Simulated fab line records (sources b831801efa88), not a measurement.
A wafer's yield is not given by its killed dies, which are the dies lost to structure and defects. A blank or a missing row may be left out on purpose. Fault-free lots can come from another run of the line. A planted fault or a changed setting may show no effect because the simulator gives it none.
fab line records -- flow sky130
record: lots: 7, wafers: 21, last_day: 50
route steps=708 shown CONTACT@417 PAD_OPEN@708
lots that met no fault: from a run of the same line without faults
start_h: start of the lot's first displayed wafer, in hours after the record's first day -- wait_h: hours since the lot's step before -- " the same as in the row above -- L1.1+2: several wafers, shown together as one row -- - no value present, or no start provided -- * or withheld: withheld -- < > ~ a bound
route shown NAME@n: NAME is a module with steps in the file, n the number in the route of the first one -- usual: average and standard deviation across the fault-free wafers -- same: alike in all rows -- chamber/n: place in a boat -- sites: readings site by site -- _std_site: the standard deviation of these -- _edge_site: mean of outer sites minus mean of inner sites -- radius_mm: how far each site lies from the wafer's centre -- mask NAME#n: copy n -- behind: tool/chamber where the wafer was last shaped -- hold: cause of the lot's hold/its duration in hours/its outcome -- device: the n, p or np transistor that did not switch -- end of line: the route-end tests of the same wafers -- where a step has no rows: the recipe by itself -- killed: count of dies lost to structure and defects at first sort (not the wafer's yield) -- map: per-die view of a wafer (x killed, . not killed, _ where there is no die)
set.NAME: setting as actually run; set.NAME@STEP: the setting as run at that earlier step -- model.NAME: the simulator's own value behind a step, which no gauge read
lots seen at some steps along the route; tables by step, rows by wafer
services: a tool's chamber out of use, with start hour (start_h, from the record's first day; less than 0 if before it), hours out, and reason
== steps ==
step: SKY_CONTACT_EXPOSE_11
recipe: mask_id: CTM1, na: 0.8, source_shape: annular, sigma_inner: 0.55, sigma_outer: 0.85, target_cd_nm: 170, dose_mj: 38
step: SKY_CONTACT_PEB_12
recipe: peb_temp_c: withheld, peb_time_s: withheld, resist: KrF-thick
step: SKY_CONTACT_DEVELOP_13
recipe: develop_time_s: 60, resist: KrF-thick, dev_temp_c: 21
step: SKY_CONTACT_CD_MEAS_14
recipe: target_cd_nm: 170
usual: cd_nm: 169.9/1.4
lot.wafer,tool,chamber,start_h,wait_h,cd_nm
L835.1,cd_sem-01,-,759.54,-,170.1
L835.4,cd_sem-01,-,759.54,-,170.3
L835.6,cd_sem-01,-,759.54,-,168.3
L840.1,cd_sem-02,-,813.84,-,168.3
L840.2,cd_sem-02,-,813.84,-,168.4
L840.5,cd_sem-02,-,813.84,-,168.9
L844.1,cd_sem-02,-,831.09,-,169.5
L844.2,cd_sem-02,-,831.09,-,169.0
L844.3,cd_sem-02,-,831.09,-,168.6
L850.1,cd_sem-02,-,881.90,-,169.6
L850.2,cd_sem-02,-,881.90,-,170.9
L850.4,cd_sem-02,-,881.90,-,169.9
L852.1,cd_sem-02,-,887.74,-,171.2
L852.2,cd_sem-02,-,887.74,-,171.7
L852.5,cd_sem-02,-,887.74,-,171.1
L854.3,cd_sem-02,-,904.13,-,168.5
L854.4,cd_sem-02,-,904.13,-,168.8
L854.6,cd_sem-02,-,904.13,-,170.1
L855.3,cd_sem-02,-,910.04,-,169.8
L855.5,cd_sem-02,-,910.04,-,168.3
L855.6,cd_sem-02,-,910.04,-,171.0
step: SKY_CONTACT_OVL_MEAS_15
usual: CONTACT_OVL: -1/6
lot.wafer,tool,chamber,start_h,wait_h,CONTACT_OVL[nm]
L835.1,overlay-01,-,759.66,0.1,10
L835.4,overlay-01,-,759.66,0.1,14
L835.6,overlay-01,-,759.66,0.1,9
L840.1,overlay-01,-,813.96,0.1,0
L840.2,overlay-01,-,813.96,0.1,1
L840.5,overlay-01,-,813.96,0.1,0
L844.1,overlay-02,-,831.21,0.1,4
L844.2,overlay-02,-,831.21,0.1,3
L844.3,overlay-02,-,831.21,0.1,6
L850.1,overlay-02,-,882.02,0.1,-1
L850.2,overlay-02,-,882.02,0.1,4
L850.4,overlay-02,-,882.02,0.1,3
L852.1,overlay-01,-,887.86,0.1,-6
L852.2,overlay-01,-,887.86,0.1,-9
L852.5,overlay-01,-,887.86,0.1,-6
L854.3,overlay-02,-,904.22,0.1,7
L854.4,overlay-02,-,904.22,0.1,8
L854.6,overlay-02,-,904.22,0.1,4
L855.3,overlay-01,-,910.13,0.1,0
L855.5,overlay-01,-,910.13,0.1,3
L855.6,overlay-01,-,910.13,0.1,1
step: SKY_CONTACT_ETCH_16
recipe: chemistry: N2/H2, target: BARC, ion_energy_ev: 200, source_w: 500, bias_w: 100, pressure_mtorr: 30, n2_flow_sccm: 100, h2_flow_sccm: 200, stop_on: SiO2, time_s: 45.9, target_depth_a: 600
usual: bias_w: 100.01/0.29, drypump_motor_current_A: 5.6/0.44, oes_product_au: 0.855/0.0043, throttle_valve_pct: 13.225/0.0093
lot.wafer,tool,chamber,start_h,wait_h,bias_w,drypump_motor_current_A,oes_product_au,rf_hours_counter_h,throttle_valve_pct
L835.1,rie_diel-02,2,759.70,0.0,100.26,5.2,0.846,16,13.239
L835.4,rie_diel-02,0,759.70,0.0,100.33,5.0,0.854,2,13.215
L835.6,rie_diel-02,1,759.70,0.0,100.56,6.0,0.855,-,13.228
L840.1,rie_diel-01,2,814.00,0.0,100.51,5.4,0.857,14,13.218
L840.2,rie_diel-01,1,814.00,0.0,99.96,4.9,0.848,26,13.205
L840.5,rie_diel-01,3,814.00,0.0,99.68,5.7,0.861,-,13.227
L844.1,rie_diel-04,2,831.24,0.0,99.99,6.1,0.859,7,13.226
L844.2,rie_diel-04,1,831.24,0.0,99.90,6.2,0.861,21,13.217
L844.3,rie_diel-04,3,831.24,0.0,99.52,5.8,0.854,9,13.206
L850.1,rie_diel-04,2,882.06,0.0,100.10,6.1,0.848,9,13.218
L850.2,rie_diel-04,3,882.06,0.0,99.98,5.9,0.851,11,13.235
L850.4,rie_diel-04,1,882.06,0.0,100.15,6.2,0.849,23,13.236
L852.1,rie_diel-01,2,887.90,0.0,99.95,5.4,0.860,17,13.240
L852.2,rie_diel-01,1,887.90,0.0,100.32,4.9,0.852,1,13.230
L852.5,rie_diel-01,3,887.90,0.0,99.93,5.7,0.853,-,13.229
L854.3,rie_diel-04,1,904.24,0.0,100.17,6.2,0.858,23,13.227
L854.4,rie_diel-04,3,904.24,0.0,99.60,5.8,0.864,12,13.219
L854.6,rie_diel-04,0,904.24,0.0,99.66,5.6,0.847,-,13.230
L855.3,rie_diel-01,0,910.16,0.0,100.47,5.2,0.856,24,13.228
L855.5,rie_diel-01,0,910.16,0.0,100.64,5.2,0.854,-,13.226
L855.6,rie_diel-01,3,910.16,0.0,100.02,5.7,0.852,-,13.215
step: SKY_CONTACT_ETCH_17
recipe: target: SiO2, chemistry: C4F8/O2/Ar, stop_on: Si3N4, mask_material: KrF-thick, source_w: 1500, bias_w: 1200, pressure_mtorr: 40, c4f8_flow_sccm: withheld, O2_flow_sccm: 6, Ar_flow_sccm: 300, time_s: withheld, target_depth_a: 3400
usual: bias_w: 1200/3.2, oes_product_au: 0.891/0.0049
lot.wafer,tool,chamber,start_h,wait_h,bias_w,oes_product_au
L835.1,rie_diel-02,2,759.74,0.0,1199,0.898
L835.4,rie_diel-02,0,759.74,0.0,1205,0.897
L835.6,rie_diel-02,1,759.74,0.0,1210,0.889
L840.1,rie_diel-01,2,814.04,0.0,1207,0.898
L840.2,rie_diel-01,1,814.04,0.0,1193,0.890
L840.5,rie_diel-01,3,814.04,0.0,1202,0.888
L844.1,rie_diel-04,2,831.29,0.0,1200,0.891
L844.2,rie_diel-04,1,831.29,0.0,1200,0.890
L844.3,rie_diel-04,3,831.29,0.0,1200,0.881
L850.1,rie_diel-04,2,882.10,0.0,1194,0.897
L850.2,rie_diel-04,3,882.10,0.0,1197,0.899
L850.4,rie_diel-04,1,882.10,0.0,1202,0.896
L852.1,rie_diel-01,2,887.94,0.0,1203,0.897
L852.2,rie_diel-01,1,887.94,0.0,1197,0.898
L852.5,rie_diel-01,3,887.94,0.0,1198,0.888
L854.3,rie_diel-04,1,904.28,0.0,1196,0.890
L854.4,rie_diel-04,3,904.28,0.0,1196,0.889
L854.6,rie_diel-04,0,904.28,0.0,1200,0.883
L855.3,rie_diel-01,0,910.20,0.0,1200,0.891
L855.5,rie_diel-01,0,910.20,0.0,1199,0.884
L855.6,rie_diel-01,3,910.20,0.0,1199,0.895
step: SKY_CONTACT_ETCH_18
recipe: target: Si3N4, chemistry: CHF3/O2, stop_on: TiN, source_w: 600, bias_w: 200, pressure_mtorr: 40, chf3_flow_sccm: 50, O2_flow_sccm: 5, time_s: 39, target_depth_a: 750
usual: bias_w: 199.9/0.59, chf3_flow_sccm: 50.02/0.16, drypump_motor_current_A: 5.6/0.44, oes_product_au: 0.853/0.0069, throttle_valve_pct: 8.793/0.0092
lot.wafer,tool,chamber,start_h,wait_h,bias_w,chf3_flow_sccm,drypump_motor_current_A,oes_product_au,rf_hours_counter_h,throttle_valve_pct
L835.1,rie_diel-02,2,-,-,199.6,49.87,5.2,0.846,16,8.785
L835.4,rie_diel-02,0,-,-,198.5,49.97,5.0,0.858,2,8.796
L835.6,rie_diel-02,1,-,-,200.5,50.16,6.0,0.851,-,8.805
L840.1,rie_diel-01,2,-,-,199.8,49.89,5.4,0.853,14,8.798
L840.2,rie_diel-01,1,-,-,200.3,49.94,4.9,0.848,26,8.797
L840.5,rie_diel-01,3,-,-,199.3,49.80,5.6,0.854,-,8.790
L844.1,rie_diel-04,2,-,-,200.1,50.17,6.1,0.859,7,8.805
L844.2,rie_diel-04,1,-,-,198.8,50.10,6.2,0.857,21,8.793
L844.3,rie_diel-04,3,-,-,199.8,50.13,5.8,0.857,9,8.792
L850.1,rie_diel-04,2,-,-,200.7,49.93,6.1,0.850,9,8.792
L850.2,rie_diel-04,3,-,-,200.1,49.85,5.9,0.846,11,8.781
L850.4,rie_diel-04,1,-,-,200.1,50.24,6.2,0.860,23,8.789
L852.1,rie_diel-01,2,-,-,200.2,50.22,5.4,0.852,17,8.782
L852.2,rie_diel-01,1,-,-,200.4,50.28,4.9,0.861,1,8.792
L852.5,rie_diel-01,3,-,-,199.9,50.11,5.7,0.849,-,8.815
L854.3,rie_diel-04,1,-,-,200.3,50.26,6.2,0.850,24,8.798
L854.4,rie_diel-04,3,-,-,200.5,49.85,5.9,0.862,12,8.802
L854.6,rie_diel-04,0,-,-,199.4,50.14,5.6,0.852,-,8.789
L855.3,rie_diel-01,0,-,-,200.8,49.81,5.1,0.858,24,8.790
L855.5,rie_diel-01,0,-,-,200.4,50.08,5.1,0.859,-,8.782
L855.6,rie_diel-01,3,-,-,200.0,50.20,5.6,0.859,-,8.793
step: SKY_CONTACT_STRIP_19
recipe: chemistry: O2/N2, power_w: 1400, pressure_mtorr: 1500, platen_temp_c: withheld, o2_flow_sccm: 3000, n2_flow_sccm: 300, overash_fraction: 0.5
usual: drypump_motor_current_A: 5.7/0.34, oes_product_au: 0.380/0.0045, strip_time_to_endpoint_s: 3.618/0.027
lot.wafer,tool,chamber,start_h,wait_h,drypump_motor_current_A,oes_product_au,rf_hours_counter_h,strip_time_to_endpoint_s
L835.1,plasma_asher-03,1,759.83,-,6.2,0.372,94,3.606
L835.4,plasma_asher-03,1,759.83,-,6.2,0.384,-,3.610
L835.6,plasma_asher-03,1,759.83,-,6.2,0.382,-,3.628
L840.1,plasma_asher-01,1,814.13,-,5.6,0.377,65,3.598
L840.2,plasma_asher-01,0,814.13,-,5.8,0.369,65,3.672
L840.5,plasma_asher-01,0,814.13,-,5.8,0.385,-,3.652
L844.1,plasma_asher-01,1,831.38,-,5.6,0.385,68,3.612
L844.2,plasma_asher-01,0,831.38,-,5.8,0.377,68,3.649
L844.3,plasma_asher-01,0,831.38,-,5.8,0.378,-,3.626
L850.1,plasma_asher-03,1,882.19,-,6.2,0.379,107,3.631
L850.2,plasma_asher-03,0,882.19,-,5.7,0.378,107,3.620
L850.4,plasma_asher-03,0,882.19,-,5.7,0.376,-,3.607
L852.1,plasma_asher-01,1,888.03,-,5.6,0.374,75,3.591
L852.2,plasma_asher-01,0,888.03,-,5.8,0.391,75,3.699
L852.5,plasma_asher-01,1,888.03,-,5.6,0.381,-,3.641
L854.3,plasma_asher-01,1,904.41,-,5.6,0.382,-,3.603
L854.4,plasma_asher-01,0,904.41,-,5.8,0.381,-,3.668
L854.6,plasma_asher-01,1,904.41,-,5.6,0.398,-,3.673
L855.3,plasma_asher-01,0,910.32,-,5.8,0.385,-,3.637
L855.5,plasma_asher-01,1,910.32,-,5.6,0.375,-,3.616
L855.6,plasma_asher-01,0,910.32,-,5.8,0.377,-,3.640
step: SKY_CONTACT_STRIP_20
recipe: chemistry: post_etch_residue_remover, time_s: 1200, temp_c: 72.5
step: SKY_CONTACT_CLEAN_21
recipe: chemistry: IPA, time_s: 180, temp_c: 25
step: SKY_CONTACT_CLEAN_22
recipe: chemistry: O3/DIW, dry: n2_spin
step: SKY_CONTACT_SPUTTER_23
recipe: material: TiN, target_thk_nm: 20, chamber_pressure_pa: 5, power_w: 4000, time_s: 80
usual: throttle_valve_pct: 29.9/1.3
lot.wafer,tool,chamber,start_h,wait_h,throttle_valve_pct,model.TiN_of_CONTACT_SPUTTER_23.thk_nm
L835.1,pvd_sputter-02,-,760.46,0.0,29.2,19.96
L835.4,pvd_sputter-02,-,760.46,0.0,30.9,20.3
L835.6,pvd_sputter-02,-,760.46,0.0,29.2,19.97
L840.1,pvd_sputter-04,-,814.75,0.0,28.4,20.2
L840.2,pvd_sputter-04,-,814.75,0.0,27.1,20.12
L840.5,pvd_sputter-04,-,814.75,0.0,27.4,20.19
L844.1,pvd_sputter-03,-,831.98,0.0,30.2,20.4
L844.2,pvd_sputter-03,-,831.98,0.0,29.4,20.11
L844.3,pvd_sputter-03,-,831.98,0.0,29.9,20.08
L850.1,pvd_sputter-04,-,882.82,0.0,29.5,18.73
L850.2,pvd_sputter-04,-,882.82,0.0,27.3,18.87
L850.4,pvd_sputter-04,-,882.82,0.0,29.4,18.89
L852.1,pvd_sputter-02,-,888.62,0.0,31.4,19.44
L852.2,pvd_sputter-02,-,888.62,0.0,30.4,19.68
L852.5,pvd_sputter-02,-,888.62,0.0,31.3,19.72
L854.3,pvd_sputter-04,-,904.97,0.0,28.7,18.74
L854.4,pvd_sputter-04,-,904.97,0.0,29.3,18.81
L854.6,pvd_sputter-04,-,904.97,0.0,28.8,18.47
L855.3,pvd_sputter-04,-,910.88,0.0,29.2,18.91
L855.5,pvd_sputter-04,-,910.88,0.0,29.0,18.95
L855.6,pvd_sputter-04,-,910.88,0.0,27.2,18.96
step: SKY_CONTACT_CVD_24
recipe: material: W, target_thk_nm: 340, time_s: 102.12, temp_c: 400, pressure_torr: 40
usual: heater_power_w: 933/50, susceptor_temp_C: 400.01/0.2
lot.wafer,tool,chamber,start_h,wait_h,heater_power_w,susceptor_temp_C
L835.1,cvd_w-02,1,760.52,0.0,926,400.08
L835.4,cvd_w-02,1,760.52,0.0,909,400.07
L835.6,cvd_w-02,1,760.52,0.0,910,400.18
L840.1,cvd_w-01,0,814.82,0.0,829,400.15
L840.2,cvd_w-01,1,814.82,0.0,920,400.12
L840.5,cvd_w-01,1,814.82,0.0,921,400.04
L844.1,cvd_w-01,0,832.04,0.0,827,399.98
L844.2,cvd_w-01,1,832.04,0.0,949,399.97
L844.3,cvd_w-01,0,832.04,0.0,835,400.12
L850.1,cvd_w-02,1,882.88,0.0,933,400.01
L850.2,cvd_w-02,0,882.88,0.0,997,399.68
L850.4,cvd_w-02,1,882.88,0.0,924,399.90
L852.1,cvd_w-02,0,888.68,0.0,986,399.96
L852.2,cvd_w-02,1,888.68,0.0,919,400.28
L852.5,cvd_w-02,1,888.68,0.0,935,400.39
L854.3,cvd_w-02,1,905.07,0.1,931,400.28
L854.4,cvd_w-02,0,905.07,0.1,958,400.07
L854.6,cvd_w-02,1,905.07,0.1,912,400.09
L855.3,cvd_w-02,1,910.98,0.1,944,400.10
L855.5,cvd_w-02,1,910.98,0.1,924,400.26
L855.6,cvd_w-02,0,910.98,0.1,988,399.74
step: SKY_PAD_OPEN_PROBE_99
usual: killed_at_M0_to_M3: 45/7.5, killed_at_M4_up: 3.2/1.8, killed_at_contacts: 24/4.9, killed_at_front_end: 15/4.4, killed_at_other: 0.3/0.54, killed_dies: 87/9.8, killed_on_rim: 17/4.2, killed_open: 47/6.4, killed_short: 40/6.5
same: gross_dies: 492, killed_at_back_side: 0
lot.wafer,tool,chamber,start_h,wait_h,killed_at_M0_to_M3,killed_at_M4_up,killed_at_contacts,killed_at_front_end,killed_at_other,killed_dies,killed_on_rim,killed_open,killed_short
L840.1,prober-01,-,1135.51,0.1,36,6,22,14,0,78,12,44,33
L840.2,prober-01,-,1135.56,0.1,44,6,26,10,0,86,13,50,33
L840.5,prober-01,-,1135.71,0.2,50,3,28,12,0,93,19,50,38
L850.1,prober-01,-,1186.05,0.1,48,4,26,13,0,91,19,53,36
L850.2,prober-01,-,1186.10,0.1,42,5,26,20,0,93,17,51,40
L850.4,prober-01,-,1186.20,0.2,54,1,22,12,1,90,23,49,41
L852.1,prober-01,-,1189.19,0.1,44,0,21,15,0,80,13,46,34
L852.2,prober-01,-,1189.24,0.1,35,3,27,10,0,75,17,37,37
L852.5,prober-01,-,1189.39,0.2,28,4,29,12,0,73,21,42,31
L855.3,prober-01,-,1203.06,0.2,38,1,20,10,0,69,14,37,30
L855.5,prober-01,-,1203.16,0.2,45,2,31,17,0,95,15,49,46
L855.6,prober-01,-,1203.21,0.2,38,1,31,10,0,80,22,46,34
killed by level:class
L840.1 VIA1:geometric_particle:open=8 FIELD_ISO:geometric_particle:short=7 VIA3:geometric_particle:open=7 LI_CONTACT:geometric_particle:open=7 CONTACT:geometric_particle:open=6 VIA2:geometric_particle:open=6 VIA1:geometric_particle:short=5 FIELD_ISO:geometric_particle:open=4
L840.2 VIA1:geometric_particle:open=10 LI_CONTACT:geometric_particle:open=9 VIA2:geometric_particle:open=8 CONTACT:geometric_particle:open=7 METAL2:geometric_particle:short=7 VIA3:geometric_particle:open=7 CONTACT:geometric_particle:short=5 POLY_GATE:geometric_particle:open=4
L840.5 CONTACT:geometric_particle:open=14 VIA1:geometric_particle:open=11 VIA2:geometric_particle:open=8 VIA3:geometric_particle:short=7 LI_CONTACT:geometric_particle:open=5 VIA3:geometric_particle:open=5 LI_CONTACT:geometric_particle:short=4 LOCAL_INTERCONNECT:geometric_particle:short=4
L850.1 CONTACT:geometric_particle:open=11 VIA1:geometric_particle:open=11 VIA2:geometric_particle:open=9 METAL2:geometric_particle:short=6 LI_CONTACT:geometric_particle:open=5 VIA3:geometric_particle:open=5 POLY_GATE:geometric_particle:short=4 LOCAL_INTERCONNECT:geometric_particle:short=4
L850.2 LOCAL_INTERCONNECT:geometric_particle:short=10 FIELD_ISO:geometric_particle:open=7 VIA3:geometric_particle:open=7 VIA1:geometric_particle:open=6 VIA2:geometric_particle:open=5 POLY_GATE:geometric_particle:open=4 LI_CONTACT:geometric_particle:open=4 CONTACT:geometric_particle:open=4
L850.4 VIA1:geometric_particle:open=14 VIA3:geometric_particle:open=9 LI_CONTACT:geometric_particle:open=6 CONTACT:geometric_particle:open=6 VIA1:geometric_particle:short=6 METAL2:geometric_particle:short=6 FIELD_ISO:geometric_particle:open=5 CONTACT:geometric_particle:short=5
L852.1 CONTACT:geometric_particle:open=9 VIA3:geometric_particle:open=9 VIA1:geometric_particle:open=8 VIA2:geometric_particle:short=7 VIA1:geometric_particle:short=7 CONTACT:geometric_particle:short=5 FIELD_ISO:geometric_particle:open=4 LI_CONTACT:geometric_particle:open=4
L852.2 CONTACT:geometric_particle:open=13 METAL2:geometric_particle:short=8 VIA1:geometric_particle:open=7 CONTACT:geometric_particle:short=6 VIA2:geometric_particle:short=6 LI_CONTACT:geometric_particle:open=5 VIA3:geometric_particle:short=4 VIA3:geometric_particle:open=4
L852.5 LI_CONTACT:geometric_particle:open=9 CONTACT:geometric_particle:open=8 VIA1:geometric_particle:short=6 CONTACT:geometric_particle:short=6 VIA3:geometric_particle:open=5 VIA2:geometric_particle:open=5 FIELD_ISO:geometric_particle:short=4 VIA1:geometric_particle:open=4
L855.3 VIA1:geometric_particle:open=13 CONTACT:geometric_particle:open=8 VIA2:geometric_particle:open=7 LOCAL_INTERCONNECT:geometric_particle:short=5 FIELD_ISO:geometric_particle:open=4 VIA2:geometric_particle:short=4 CONTACT:geometric_particle:short=4 VIA3:geometric_particle:short=4
L855.5 CONTACT:geometric_particle:open=12 VIA1:geometric_particle:open=11 FIELD_ISO:geometric_particle:open=7 VIA2:geometric_particle:open=6 LI_CONTACT:geometric_particle:short=5 LI_CONTACT:geometric_particle:open=5 LOCAL_INTERCONNECT:geometric_particle:short=5 VIA2:geometric_particle:short=5
L855.6 CONTACT:geometric_particle:open=13 VIA1:geometric_particle:open=9 METAL1:geometric_particle:short=8 VIA2:geometric_particle:open=8 LI_CONTACT:geometric_particle:open=7 LOCAL_INTERCONNECT:geometric_particle:short=4 LI_CONTACT:geometric_particle:short=3 METAL3:geometric_particle:short=3
== services ==
tool,chamber,start_h,hours,kind
rie_diel-02,-,748.16,0.3,repair
cvd_w-01,-,757.18,2.1,repair
rie_diel-01,0,759.99,7.0,repair
rie_diel-02,2,769.92,24.9,repair
rie_diel-04,0,775.09,14.6,repair
rie_diel-04,-,775.55,1.8,repair
rie_diel-04,3,808.71,11.8,repair
plasma_asher-01,-,813.14,0.8,repair
plasma_asher-03,-,813.62,2.5,repair
rie_diel-01,2,833.96,5.1,repair
pvd_sputter-04,-,837.54,0.6,repair
plasma_asher-03,-,848.58,3.2,repair
rie_diel-04,-,853.74,2.8,pm
rie_diel-04,1,858.87,8.6,repair
cvd_w-02,-,875.19,1.7,repair
plasma_asher-03,-,884.42,2.8,pm
pvd_sputter-04,-,884.93,7.9,repair
plasma_asher-03,-,892.85,1.6,repair
pvd_sputter-04,-,893.58,7.7,repair
pvd_sputter-02,-,902.18,57.1,repair
plasma_asher-03,-,902.20,14.6,pm
rie_diel-04,-,903.56,0.3,repair
cvd_w-01,-,904.06,14.0,pm
rie_diel-04,3,905.98,3.3,repair
== key ==
first_sign none at tools or gauges
model_effect: step: SKY_CONTACT_SPUTTER_23, value: TiN_of_CONTACT_SPUTTER_23.thk_nm, without: 20.14, struck: 18.81
met_at SKY_CONTACT_SPUTTER_23
struck_wafers L850.1,L850.2,L850.4,L854.3,L854.4,L854.6,L855.3,L855.5,L855.6
tester_left_out L850,L854,L855
onset_between 814.75 882.82
fault: kind: process_parameter_drift, tool: pvd_sputter-04, chamber: -, onset_h: 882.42, steps: SKY_CONTACT_SPUTTER_23, channel: time_s, offset: *, shape: step, end_h: 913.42, acts_in: *, stated: *
tester_left_out: of these lots the tester's yield and bins aren't shown, on N5 and GAA mostly nor the transistor test; their killed dies are dies lost to structure and defects alone, not to doping, threshold or leakage, so they don't give the yield
